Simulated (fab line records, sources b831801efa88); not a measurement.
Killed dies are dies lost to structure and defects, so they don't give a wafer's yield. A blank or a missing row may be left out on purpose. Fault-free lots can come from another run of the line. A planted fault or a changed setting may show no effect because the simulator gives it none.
Problem report, 8D (eight disciplines) form, completed by code    flow sky130    the parts of the form that need people (team, actions taken, sign-off) are left out

== 1. WHAT WENT WRONG ==
Mean LOCAL_INTERCONNECT_TIN_RS at SKY_LOCAL_INTERCONNECT_RS_MEAS_01: 10.03 ohm/sq over 2 wafers in 2 lots; fault-free wafers: 14.13 ohm/sq, standard deviation 0.14. That puts it -29 standard deviations away from the usual mean.
The step: measures by four-point-probe.
Seen first at day 31 11:53 on film metro-02, wafer L253.3. At this step, 33 wafers from 11 lots have a number in the record. The rule behind "out" and "out of limits": a value lying over 4 standard deviations away from the usual mean. Any other wafer with a number is counted as sound.

== 2. WHAT IT IS, WHAT IT ISN'T ==
question                     is                         is not
which readings at this step  LOCAL_INTERCONNECT_TIN_RS  -
which lots                   L253, L256                 L247, L248, L249, L257, L261, L264, L267, L268, L269
which wafers of those lots   L253.3, L256.3             L253.1, L253.2, L256.1, L256.4
read on which gauges         film metro-02              film metro-01, film metro-03
when                         from day 31 11:53          up to then (11 sound wafers); but 20 sound wafers of L256, L257, L261, L264, L267, L268, L269 came after

== 3. SUSPECTS, AND WHAT RULES EACH OUT ==
Counting: any tool at a process step up to the reading remains a suspect provided it ran every lot that is out. Sound lots after the first of them don't rule it out here, since some wafers of a struck lot are sound.
- ruled out: the gauge at SKY_LOCAL_INTERCONNECT_RS_MEAS_01. All the wafers that are out were read on film metro-02, but those of them that SKY_LOCAL_INTERCONNECT_METAL_ETCH_14 has rows for are out there too, on other tools.
- pvd sputter-04 at SKY_LOCAL_INTERCONNECT_SPUTTER_00 (material TiN, target thk 100 nm, time 83.3 s): kept. It processed each lot that is out (first: L253, day 31 11:49); up to then, its last sound lot is L249 (day 30 01:33).
Remaining after the count: pvd sputter-04 at SKY_LOCAL_INTERCONNECT_SPUTTER_00.

== 4. THE CAUSE (what the simulator had put in) ==
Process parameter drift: pvd sputter-04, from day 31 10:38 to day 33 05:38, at SKY_LOCAL_INTERCONNECT_SPUTTER_00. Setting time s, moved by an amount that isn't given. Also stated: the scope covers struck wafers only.
Counting left only this tool.

== 5. THE EFFECT CHAIN, in route order ==
Rows list readings where the struck wafers' mean (over those with a number) sits beyond 3 standard deviations from the usual. Only readings whose record carries a usual standard deviation are examined. hours: median over the lots of the time between each lot's start at the first step of this table that gives one and its start at this step. sigmas: the change, counted in usual standard deviations.
hours  step                                  reading                     usual         on struck wafers  change  sigmas
0      SKY_LOCAL_INTERCONNECT_RS_MEAS_01     LOCAL_INTERCONNECT_TIN_RS   14.13 ohm/sq  10.03             -4.10   -29
0      SKY_LOCAL_INTERCONNECT_THK_MEAS_02    LOCAL_INTERCONNECT_TIN_THK  101.1 nm      140.9             +39.8   +41
27     SKY_LOCAL_INTERCONNECT_METAL_ETCH_14  oes product au              0.942 a.u.    1.010             +0.068  +9.1
27     SKY_LOCAL_INTERCONNECT_METAL_ETCH_14  throttle valve pct          21.900 %      21.867            -0.033  -3.3
The process steps in it:
- SKY_LOCAL_INTERCONNECT_METAL_ETCH_14: etches TiN in Cl2/BCl3, stops on PSG, target depth 110 nm, time 31.4 s.
Later measuring or inspecting steps at which every struck wafer that the step has a row for has a number for every such reading, and none has moved that far: SKY_CONTACT_THK_MEAS_03.

== 6. WHAT WOULD HAVE CAUGHT IT SOONER ==
In this record the first reading out of limits at a measuring or inspecting step was taken at day 31 11:53, 1 hour after the fault began at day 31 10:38.
Of the tool readings at SKY_LOCAL_INTERCONNECT_SPUTTER_00 for which the record gives a usual standard deviation, none was out on any struck wafer, so an alarm limit of 4 standard deviations on them would not have fired.
Of the lots that are out (2), L256 began SKY_LOCAL_INTERCONNECT_SPUTTER_00 on pvd sputter-04 after day 31 11:53. It would have been spared by a hold on the tool at that moment.
